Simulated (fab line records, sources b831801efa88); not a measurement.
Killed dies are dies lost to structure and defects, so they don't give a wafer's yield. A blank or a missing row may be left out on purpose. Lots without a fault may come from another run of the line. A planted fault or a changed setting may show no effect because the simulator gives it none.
Problem report in the 8D (eight disciplines) form, filled by code | flow gf180mcu | the parts of the form that need people (team, actions taken, sign-off) are left out

1. THE PROBLEM
beam_energy_keV at GF_NWELL_IMPLANT_08 reads a mean of 437.26 on 9 wafers of 3 lots; wafers without a fault read 450.03 with a standard deviation of 0.14. That is -91 standard deviations from the usual mean.
First seen on wafer L684.1, day 4 15:10, on implanter-04. The record holds 21 wafers of 7 lots with a number at this step. Rule for "out", or "out of limits": more than 4 standard deviations from the usual mean. The other wafers with a number count as sound.

2. WHAT IT IS AND WHAT IT IS NOT
question                    | is                     | is not
which readings at this step | beam_energy_keV        | -
which lots                  | L684, L685, L690       | L679, L681, L695, L699
which wafers of those lots  | all that have a number | -
read on which tools         | implanter-04           | implanter-01, implanter-03
when                        | from day 4 15:10       | up to then (6 sound wafers); but 6 sound wafers of L695, L699 came after

3. SUSPECTS, AND WHAT RULES EACH OUT
Counting: a tool at a process step up to the reading stays a suspect if it ran every lot that is out and no sound lot after the first of them.
- implanter-04 at GF_NWELL_IMPLANT_08: kept. It ran every lot that is out, first L684 (day 4 15:10), and no sound lot after that; its last sound lot up to then is L681 (day 3 22:45). Its own readings are out on those wafers: beam_energy_keV.
Left after counting: implanter-04 at GF_NWELL_IMPLANT_08.

4. THE CAUSE (what the simulator had put in)
Process parameter drift: implanter-04, from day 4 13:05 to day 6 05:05, at GF_NWELL_IMPLANT_08. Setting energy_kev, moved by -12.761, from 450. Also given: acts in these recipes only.
Counting left only this tool.

5. THE CHAIN OF EFFECTS, in route order
Each row: a reading whose mean over the struck wafers that have a number lies more than 3 standard deviations from the usual. Only readings for which the record gives a usual standard deviation are gone through. hours: the time from each lot's start at the first step in this table that gives one to its start at this step, as a median over the lots. sigmas: the change in usual standard deviations.
hours | step                | reading         | usual  | on struck wafers | change | sigmas
0     | GF_NWELL_IMPLANT_08 | beam_energy_keV | 450.03 | 437.26           | -12.77 | -91
The process steps in it:
- GF_NWELL_IMPLANT_08

6. WHAT WOULD HAVE CAUGHT IT SOONER
In this record the first reading out of limits was taken at day 4 15:10, 2 hours after the fault began at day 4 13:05.
